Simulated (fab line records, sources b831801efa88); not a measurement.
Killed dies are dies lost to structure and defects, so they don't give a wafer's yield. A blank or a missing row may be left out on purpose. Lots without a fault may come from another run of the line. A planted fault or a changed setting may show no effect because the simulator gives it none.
Which tool did it? | flow sky130 | 14 lots, 42 wafers sampled, at 4 steps of a route of 708

WHAT THE GAUGES READ, wafer by wafer
SKY_GATE_OXIDE_OVL_MEAS_10. Usual: GATE_OXIDE_OVL -0.2 nm, standard deviation 1.4.
lot  | measured     | on         | GATE_OXIDE_OVL (nm) | flag
L871 | day 14 01:23 | overlay-02 | 2.0 -0.3 -0.2       |
L872 | day 14 05:40 | overlay-02 | -1.3 -1.8 -3.4      |
L873 | day 14 12:36 | overlay-01 | 0.7 -1.3 -0.7       |
L874 | day 15 00:50 | overlay-01 | -0.8 0.4 -2.2       |
L875 | day 15 13:02 | overlay-02 | 0.4 -0.3 2.2        |
L878 | day 16 18:25 | overlay-01 | -0.1 0.0 -1.2       |
L879 | day 16 22:56 | overlay-01 | 1.9 1.0 1.0         |
L882 | day 18 04:05 | overlay-02 | -1.8 0.1 -1.4       |
L883 | day 18 09:30 | overlay-02 | 1.7 0.9 1.6         |
L886 | day 19 12:38 | overlay-02 | 2.5 2.0 1.9         |
L890 | day 21 01:47 | overlay-01 | -2.2 1.1 -0.1       |
L891 | day 21 14:07 | overlay-02 | 0.5 -1.7 -0.5       |
L892 | day 21 14:23 | overlay-01 | -1.2 -2.9 -3.0      |
L893 | day 21 14:25 | overlay-02 | -1.5 -0.2 -1.5      |

SKY_POLY_GATE_OVL_MEAS_14. Usual: POLY_GATE_OVL 1 nm, standard deviation 5.6.
lot  | measured     | on         | POLY_GATE_OVL (nm) | flag
L871 | day 16 13:13 | overlay-02 | 14 15 6            |
L872 | day 16 19:07 | overlay-01 | 8 12 2             |
L873 | day 17 01:48 | overlay-01 | -7 -8 -5           |
L874 | day 17 15:13 | overlay-01 | -2 -7 1            |
L875 | day 18 03:20 | overlay-01 | 1 10 6             |
L878 | day 19 12:49 | overlay-02 | -5 -4 -3           |
L879 | day 19 17:30 | overlay-01 | 6 2 -3             |
L882 | day 20 23:30 | overlay-02 | 0 4 -5             |
L883 | day 21 02:55 | overlay-02 | -6 2 -1            |
L886 | day 22 07:03 | overlay-02 | -6 2 -1            |
L890 | day 23 21:00 | overlay-01 | -4 3 0             |
L891 | day 24 07:29 | overlay-01 | 7 7 5              |
L892 | day 24 08:28 | overlay-02 | -4 0 -3            |
L893 | day 24 10:52 | overlay-01 | -3 -3 7            |

SKY_POLY_GATE_THK_MEAS_21. Usual: POLY_GATE_OXIDATION_THK 4.04 nm, standard deviation 0.069.
lot  | measured     | on            | POLY_GATE_OXIDATION_THK (nm) | flag
L871 | day 16 15:04 | film_metro-02 | 3.88 3.97 3.98               |
L872 | day 16 22:41 | film_metro-04 | 3.97 4.05 4.00               |
L873 | day 17 06:02 | film_metro-04 | 4.21 4.05 4.10               |
L874 | day 17 18:43 | film_metro-04 | 4.00 4.18 4.15               |
L875 | day 18 07:35 | film_metro-01 | 4.03 4.04 4.03               |
L878 | day 19 16:07 | film_metro-02 | 3.96 3.90 3.93               |
L879 | day 20 00:19 | film_metro-02 | 4.09 4.10 4.00               |
L882 | day 21 04:13 | film_metro-04 | 4.09 4.10 4.14               |
L883 | day 21 06:01 | film_metro-01 | 4.07 4.04 4.02               |
L886 | day 22 08:43 | film_metro-01 | 4.07 4.09 4.14               |
L890 | day 23 23:32 | film_metro-04 | 4.08 4.08 4.01               |
L891 | day 24 09:10 | film_metro-04 | 4.13 4.17 4.12               |
L892 | day 24 10:08 | film_metro-01 | 4.07 4.07 4.12               |
L893 | day 24 13:26 | film_metro-04 | 3.92 4.01 3.93               |

WHICH TOOL RAN EACH LOT (tool, then ch and the chambers of the sampled wafers, then the start)
lot  | SKY_RES_PROTECT_DEHYDRATE_00
L871 | litho_track-02 ch 0, day 14 17:25
L872 | litho_track-04 ch 0, day 14 23:58
L873 | litho_track-04 ch 0, day 15 06:13
L874 | litho_track-01 ch 0, day 15 17:04
L875 | litho_track-02 ch 0, day 16 05:13
L878 | litho_track-02 ch 0, day 17 11:48
L879 | litho_track-04 ch 0, day 17 16:28
L882 | litho_track-02 ch 0, day 19 00:06
L883 | litho_track-02 ch 0, day 19 03:24
L886 | litho_track-04 ch 0, day 20 09:11
L890 | litho_track-04 ch 0, day 21 20:41
L891 | litho_track-02 ch 0, day 22 07:22
L892 | litho_track-04 ch 0, day 22 08:37
L893 | litho_track-02 ch 0, day 22 10:10
- SKY_RES_PROTECT_DEHYDRATE_00: time 60 s.

WHAT THE TOOLS THEMSELVES READ (means of the sampled wafers that have a number; where no wafer has one, the mark that the record gives instead)
SKY_RES_PROTECT_DEHYDRATE_00. Usual: heater_power_total_W 160.39 W, standard deviation 0.12; plate_temp_C 200.00 C, standard deviation 0.16.
lot  | tool           | heater_power_total_W (W) | plate_temp_C (C) | flag
L871 | litho_track-02 | 160.28                   | 199.91           |
L872 | litho_track-04 | 160.40                   | 199.84           |
L873 | litho_track-04 | 160.52                   | 200.10           |
L874 | litho_track-01 | 160.33                   | 199.75           |
L875 | litho_track-02 | 160.27                   | 199.99           |
L878 | litho_track-02 | 160.39                   | 199.83           |
L879 | litho_track-04 | 160.47                   | 200.02           |
L882 | litho_track-02 | 158.94                   | 198.59           | OFF
L883 | litho_track-02 | 158.98                   | 198.75           | OFF
L886 | litho_track-04 | 160.45                   | 199.96           |
L890 | litho_track-04 | 160.35                   | 200.12           |
L891 | litho_track-02 | 160.37                   | 200.09           |
L892 | litho_track-04 | 160.40                   | 200.12           |
L893 | litho_track-02 | 160.36                   | 200.11           |

THE ANSWER, worked out from the rows above alone
Rule: a lot is off if the mean of its wafers that have a number lies more than 3 standard deviations from the usual mean. A lot without any number at a reading at which 4 lots or more have one is off too. The other lots that the step has rows for count as sound. The gauges are gone through in route order, then the tools' own readings, and for those a lot's mean is taken as printed above. The first step at which some lot is off is used, and at that step the reading that is off furthest; a lot without a number counts as furthest.
Off: L882, L883, at SKY_RES_PROTECT_DEHYDRATE_00 (heater_power_total_W).
A tool fits if, at that step or a process step before it, it ran every lot that is off, and no sound lot after the first of them. None of those tried fits.

WHAT THE SIMULATOR HAD PUT IN
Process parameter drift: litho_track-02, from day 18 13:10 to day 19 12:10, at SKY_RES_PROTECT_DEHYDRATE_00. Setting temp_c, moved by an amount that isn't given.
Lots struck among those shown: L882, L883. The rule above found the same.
